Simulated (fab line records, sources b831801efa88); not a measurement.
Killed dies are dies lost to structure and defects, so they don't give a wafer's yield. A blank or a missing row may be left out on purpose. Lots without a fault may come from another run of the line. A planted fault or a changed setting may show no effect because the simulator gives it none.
Problem report in the 8D (eight disciplines) form, filled by code | flow sfq_line | the parts of the form that need people (team, actions taken, sign-off) are left out

1. THE PROBLEM
M8_AU_RS at SFQ_M8_RS_MEAS_949 reads a mean of 0.1095 ohm/sq on 3 wafers of 2 lots; wafers without a fault read 0.1537 ohm/sq with a standard deviation of 0.002. That is -22 standard deviations from the usual mean.
The step: measures by four-point-probe.
First seen on wafer L983.2, day 73 04:20, on film_metro-01. The record holds 40 wafers of 14 lots with a number at this step. Rule for "out", or "out of limits": more than 4 standard deviations from the usual mean. The other wafers with a number count as sound.

2. WHAT IT IS AND WHAT IT IS NOT
question                    | is                     | is not
which readings at this step | M8_AU_RS               | -
which lots                  | L983, L987             | L971, L972, L973, L974, L976, L977, L979, L980, L990, L991, L993, L994
which wafers of those lots  | L983.2, L987.2, L987.3 | L983.5
read on which gauges        | film_metro-01          | film_metro-02, film_metro-04
when                        | from day 73 04:20      | up to then (25 sound wafers); but 12 sound wafers of L990, L991, L993, L994 came after

3. SUSPECTS, AND WHAT RULES EACH OUT
Counting: a tool at a process step up to the reading stays a suspect if it ran every lot that is out. Sound lots after the first of them don't rule it out here, since some wafers of a struck lot are sound.
- the gauge at SFQ_M8_RS_MEAS_949: kept. All the wafers that are out were read on film_metro-01, and no step on other tools shows them out.
- pvd_sputter-01 at SFQ_TRILAYER_M8_DEP_EVAP_196 (material Au, target thk 180 nm, time 900 s): kept. It ran every lot that is out, first L983 (day 73 03:47); its last sound lot up to then is L979 (day 72 03:41).
Left after counting: pvd_sputter-01 at SFQ_TRILAYER_M8_DEP_EVAP_196, film_metro-01 at SFQ_M8_RS_MEAS_949.

4. THE CAUSE (what the simulator had put in)
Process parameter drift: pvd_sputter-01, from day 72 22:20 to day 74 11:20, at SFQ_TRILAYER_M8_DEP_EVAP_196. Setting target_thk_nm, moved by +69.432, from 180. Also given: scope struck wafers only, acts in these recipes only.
Counting left 2 suspects, and this tool is among them.

5. THE CHAIN OF EFFECTS, in route order
Each row: a reading whose mean over the struck wafers that have a number lies more than 3 standard deviations from the usual. Only readings for which the record gives a usual standard deviation are gone through. hours: the time from each lot's start at the first step in this table that gives one to its start at this step, as a median over the lots. sigmas: the change in usual standard deviations.
hours | step                | reading   | usual         | on struck wafers | change  | sigmas
0     | SFQ_M8_RS_MEAS_949  | M8_AU_RS  | 0.1537 ohm/sq | 0.1095           | -0.0442 | -22
6     | SFQ_M8_THK_MEAS_950 | M8_AU_THK | 176.5 nm      | 245.4            | +68.9   | +30

6. WHAT WOULD HAVE CAUGHT IT SOONER
In this record the first reading out of limits at a measuring or inspecting step was taken at day 73 04:20, 6 hours after the fault began at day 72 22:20.
Of the lots that are out (2), L987 began SFQ_TRILAYER_M8_DEP_EVAP_196 on pvd_sputter-01 after day 73 04:20. A hold on the tool at that time would have spared it.
